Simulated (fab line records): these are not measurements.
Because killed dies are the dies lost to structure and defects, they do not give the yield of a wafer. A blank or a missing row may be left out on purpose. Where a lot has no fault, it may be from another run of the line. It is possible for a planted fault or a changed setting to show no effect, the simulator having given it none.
8D (eight disciplines) problem report, filled in by code	flow sky130	the parts of the form that need people (team, actions taken, sign-off) are left out

== 1. WHAT WENT WRONG ==
CONTACT_CVD_00_THK at SKY_CONTACT_THK_MEAS_01 reads a mean of 58.5 nm on 1 wafer of 1 lot; wafers without a fault read 74.9 nm with a standard deviation of 1. That puts it -16 standard deviations away from the usual mean.
First seen on wafer L829.2, day 36 11:01, on film metro-03. The record has a number at this step for 36 wafers belonging to 12 lots. The rule behind "out" and "out of limits": a value lying over 4 standard deviations away from the usual mean. The rest of the wafers with a number are treated as sound.

== 2. WHAT THIS IS AND IS NOT ==
question	is	is not
which readings at this step	CONTACT_CVD_00_THK	-
which lots	L829	L813, L814, L819, L820, L821, L822, L823, L824, L825, L827, L835
which wafers of those lots	L829.2	L829.1, L829.3
read on which gauges	film metro-03	film metro-02, film metro-04
when	from day 36 11:01	up to then (32 sound wafers); but 3 sound wafers of L835 came after

== 3. THE SUSPECTS, EACH WITH WHAT RULES IT OUT ==
Counting: any tool at a process step up to the reading remains a suspect provided it ran every lot that is out. Sound lots after the first of them don't rule it out here, since some wafers of a struck lot are sound.
- the gauge at SKY_CONTACT_THK_MEAS_01 is ruled out. All the wafers that are out were read on film metro-03, but those of them that SKY_CONTACT_ETCH_18 has rows for are out there too, on other tools.
- pecvd-01 at SKY_CONTACT_CVD_00 (deposits Si3N4, target thk 75 nm): kept. L829, the lot that is out, went through it at day 36 10:59; up to then, the latest sound lot through it was L827 at day 35 21:24.
- Within pecvd-01 at SKY_CONTACT_CVD_00: the wafers that are out ran in chamber 2; their sound lot-mates ran in chambers 0, 1.
After counting, what remains is pecvd-01 at SKY_CONTACT_CVD_00.

== 4. THE CAUSE (what the simulator had put in) ==
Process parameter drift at SKY_CONTACT_CVD_00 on pecvd-01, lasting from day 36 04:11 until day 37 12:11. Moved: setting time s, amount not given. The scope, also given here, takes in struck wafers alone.
After counting, this tool was the only one left.

== 5. THE CHAIN OF EFFECTS, in route order ==
Each row: a reading where the mean over the struck wafers with a number is more than 3 standard deviations away from the usual. Only readings for which the record gives a usual standard deviation are gone through. hours: the time from each lot's start at the first step in this table that gives one to its start at this step, as a median over the lots. sigmas: the change in usual standard deviations.
hours	step	reading	usual	on struck wafers	change	sigmas
0	SKY_CONTACT_THK_MEAS_01	CONTACT_CVD_00_THK	74.9 nm	58.5	-16.4	-16
-	SKY_CONTACT_ETCH_18	oes product au	0.855 a.u.	0.744	-0.111	-15
It contains these process steps:
- SKY_CONTACT_ETCH_18: etches Si3N4 in CHF3/O2, stops on TiN, time 39 s, target depth 75 nm.
Later measuring or inspecting steps at which every struck wafer that the step has a row for has a number for every such reading, and none has moved that far: SKY_CONTACT_CD_MEAS_14.

== 6. WHAT WOULD HAVE CAUGHT IT SOONER ==
The first out-of-limits reading at a measuring or inspecting step in this record came at day 36 11:01, 7 hours after the fault's start at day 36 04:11.
No tool reading at SKY_CONTACT_CVD_00 that has a usual standard deviation in the record was out on any struck wafer, so an alarm limit of 4 standard deviations on those readings would not have fired.
All the lots that are out (1) had begun SKY_CONTACT_CVD_00 on pecvd-01 by day 36 11:01. None of them would have been spared by holding the tool at that moment.
